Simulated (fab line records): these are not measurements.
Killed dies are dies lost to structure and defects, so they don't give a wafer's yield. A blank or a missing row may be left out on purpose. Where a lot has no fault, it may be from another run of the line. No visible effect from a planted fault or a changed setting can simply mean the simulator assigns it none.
What tool caused it? | flow sky130 | 12 lots with 36 wafers sampled at 5 steps, on a route of 708 steps

## WHAT THE GAUGES SHOWED, per wafer
SKY_FIELD_ISO_THK_MEAS_23. Usual: FIELD_ISO_OXIDATION_01_THK gives 9.92 nm (standard deviation 0.18).
lot  | measured    | on            | FIELD_ISO_OXIDATION_01_THK (nm) | flag
L817 | day 2 08:26 | film metro-03 | 10.12 10.13 10.13               |
L818 | day 2 14:02 | film metro-04 | 9.88 9.96 9.85                  |
L820 | day 2 21:23 | film metro-03 | 9.84 10.02 9.96                 |
L821 | day 3 04:29 | film metro-01 | 9.81 9.64 9.82                  |
L822 | day 3 09:25 | film metro-04 | 9.92 9.94 10.03                 |
L824 | day 3 17:59 | film metro-01 | 10.26 10.26 10.21               |
L825 | day 4 00:49 | film metro-04 | 10.04 9.97 9.94                 |
L829 | day 5 01:26 | film metro-03 | 9.79 9.65 9.66                  |
L831 | day 5 08:10 | film metro-04 | 4.46 4.09 4.03                  | OFF
L834 | day 6 04:57 | film metro-04 | 4.22 4.31 4.03                  | OFF
L836 | day 6 11:32 | film metro-03 | 10.04 9.96 9.94                 |
L839 | day 7 04:35 | film metro-03 | 9.98 9.87 9.83                  |

SKY_DNWELL_TW_MEAS_09. Usual: DNWELL_TW gives 1116 (standard deviation 6.2).
lot  | measured    | on            | DNWELL_TW      | flag
L817 | day 3 06:53 | film metro-02 | 1125 1120 1119 |
L818 | day 3 12:19 | film metro-04 | 1112 1117 1117 |
L820 | day 3 19:45 | film metro-02 | 1119 1123 1126 |
L821 | day 4 02:31 | film metro-04 | 1111 1116 1114 |
L822 | day 4 05:47 | film metro-02 | 1122 1120 1125 |
L824 | day 4 17:08 | film metro-03 | 1122 1121 1122 |
L825 | day 5 00:17 | film metro-04 | 1105 1116 1106 |
L829 | day 6 03:04 | film metro-03 | 1117 1114 1115 |
L831 | day 6 07:27 | film metro-02 | 1109 1102 1098 |
L834 | day 7 04:23 | film metro-02 | 1123 1121 1119 |
L836 | day 7 14:14 | film metro-02 | 1115 1128 1126 |
L839 | day 8 05:31 | film metro-04 | 1116 1122 1123 |

SKY_POLY_GATE_CD_MEAS_13 targets a cd of 150 nm. Usual: cd nm at 150.2 nm, with a standard deviation of 1.4.
lot  | measured     | on        | cd nm (nm)        | flag
L817 | day 16 12:28 | cd sem-01 | 152.0 152.0 149.6 |
L818 | day 16 23:25 | cd sem-01 | 150.3 152.0 151.2 |
L820 | day 17 06:13 | cd sem-02 | 150.0 150.8 151.3 |
L821 | day 17 17:55 | cd sem-02 | 149.1 149.4 148.7 |
L822 | day 17 20:38 | cd sem-02 | 149.9 148.3 148.5 |
L824 | day 19 18:47 | cd sem-02 | 151.3 152.0 150.8 |
L825 | day 19 20:05 | cd sem-02 | 150.6 152.4 151.8 |
L829 | day 21 14:27 | cd sem-02 | 148.6 148.9 148.5 |
L831 | day 21 23:11 | cd sem-02 | 150.7 151.0 149.1 |
L834 | day 23 05:20 | cd sem-01 | 148.6 148.6 149.4 |
L836 | day 23 17:26 | cd sem-01 | 149.2 150.4 148.5 |
L839 | day 24 15:06 | cd sem-01 | 153.3 152.7 152.5 |

## WHAT TOOL EACH LOT RAN ON (gives the tool, then ch and the chambers of the sampled wafers, and finally the start)
lot  | SKY_FIELD_ISO_ETCH_14             | SKY_FIELD_ISO_OXIDATION_22
L817 | rie diel-03 ch 0,2,3, day 2 05:43 | furnace-02 ch 0, day 2 07:15
L818 | rie diel-02 ch 0,1,3, day 2 11:10 | furnace-01 ch 0, day 2 12:50
L820 | rie diel-01 ch 0,1,3, day 2 19:40 | furnace-01 ch 0, day 2 20:12
L821 | rie diel-02 ch 2,3, day 3 01:52   | furnace-01 ch 0, day 3 03:19
L822 | rie diel-02 ch 2,3, day 3 07:16   | furnace-01 ch 0, day 3 08:14
L824 | rie diel-03 ch 1,2,3, day 3 16:05 | furnace-02 ch 0, day 3 16:48
L825 | rie diel-02 ch 0,2,3, day 3 22:49 | furnace-01 ch 0, day 3 23:38
L829 | rie diel-02 ch 0,1,2, day 4 20:01 | furnace-02 ch 0, day 5 00:16
L831 | rie diel-03 ch 0,1,3, day 5 06:10 | furnace-01 ch 0, day 5 07:00
L834 | rie diel-02 ch 0,2,3, day 6 02:13 | furnace-01 ch 0, day 6 03:46
L836 | rie diel-01 ch 0,2, day 6 08:59   | furnace-02 ch 0, day 6 10:22
L839 | rie diel-02 ch 0,1,2, day 7 02:52 | furnace-02 ch 0, day 7 03:25
- SKY_FIELD_ISO_ETCH_14: etches BARC in N2/H2, stops on SiO2, time 45.9 s, target depth 60 nm.
- SKY_FIELD_ISO_OXIDATION_22: stabilise 600 s, purge 300 s, target thk 10 nm.

## AS READ BY THE TOOLS THEMSELVES (means over the sampled wafers that have a number; for cases with no such wafer, the mark the record gives instead)
SKY_FIELD_ISO_ETCH_14. Usual: drypump motor current A 5.5 A, standard deviation 0.46; oes product au 0.855 a.u., standard deviation 0.0042; throttle valve pct 13.225 %, standard deviation 0.0096.
lot  | tool        | drypump motor current A (A) | oes product au (a.u.) | throttle valve pct (%) | flag
L817 | rie diel-03 | 5.3                         | 0.859                 | 13.233                 |
L818 | rie diel-02 | 5.5                         | 0.856                 | 13.229                 |
L820 | rie diel-01 | 5.6                         | 0.857                 | 13.231                 |
L821 | rie diel-02 | 6.1                         | 0.857                 | 13.215                 |
L822 | rie diel-02 | 5.7                         | 0.854                 | 13.226                 |
L824 | rie diel-03 | 5.0                         | 0.856                 | 13.220                 |
L825 | rie diel-02 | 5.9                         | 0.858                 | 13.226                 |
L829 | rie diel-02 | 5.8                         | 0.859                 | 13.227                 |
L831 | rie diel-03 | 5.3                         | 0.854                 | 13.233                 |
L834 | rie diel-02 | 5.9                         | 0.853                 | 13.223                 |
L836 | rie diel-01 | 5.5                         | 0.853                 | 13.234                 |
L839 | rie diel-02 | 5.8                         | 0.856                 | 13.216                 |

SKY_FIELD_ISO_OXIDATION_22. Usual: spike tc lower C 951.2 C, standard deviation 1.1; zone power upper pct 19.4 %, standard deviation 2.7.
lot  | tool       | spike tc lower C (C) | zone power upper pct (%) | flag
L817 | furnace-02 | 951.9                | 22.4                     |
L818 | furnace-01 | 951.0                | 16.8                     |
L820 | furnace-01 | 950.1                | 16.9                     |
L821 | furnace-01 | 950.9                | 17.1                     |
L822 | furnace-01 | 951.0                | 17.0                     |
L824 | furnace-02 | 951.9                | 21.7                     |
L825 | furnace-01 | 951.0                | 16.9                     |
L829 | furnace-02 | 952.2                | 22.4                     |
L831 | furnace-01 | 951.1                | 16.9                     |
L834 | furnace-01 | 951.7                | 17.0                     |
L836 | furnace-02 | 951.6                | 22.3                     |
L839 | furnace-02 | 950.6                | 22.4                     |

## THE ANSWER, worked out from the rows above alone
Rule: take the mean of a lot's wafers that have a number; if it is more than 3 standard deviations from the usual mean, the lot is off. A lot without any number at a reading at which 4 lots or more have one is off too. All remaining lots with rows at the step are treated as sound. Order of review: gauges by route order, followed by the tools' own readings, for which a lot's mean as printed above is used. At the first step where some lot is off, the reading lying furthest off is the one used; lots without a number count as furthest.
Off: L831, L834, at SKY_FIELD_ISO_THK_MEAS_23 (FIELD_ISO_OXIDATION_01_THK).
A tool fits if, at a process step before that reading, it ran every lot that is off, and no sound lot after the first of them. Gauges at SKY_FIELD_ISO_THK_MEAS_23: tried the same way as those tools. 2 tools fit, furnace-01 at SKY_FIELD_ISO_OXIDATION_22 and film metro-04 at SKY_FIELD_ISO_THK_MEAS_23, so this cannot tell which one it is.

## WHAT THE SIMULATOR HAD PUT IN
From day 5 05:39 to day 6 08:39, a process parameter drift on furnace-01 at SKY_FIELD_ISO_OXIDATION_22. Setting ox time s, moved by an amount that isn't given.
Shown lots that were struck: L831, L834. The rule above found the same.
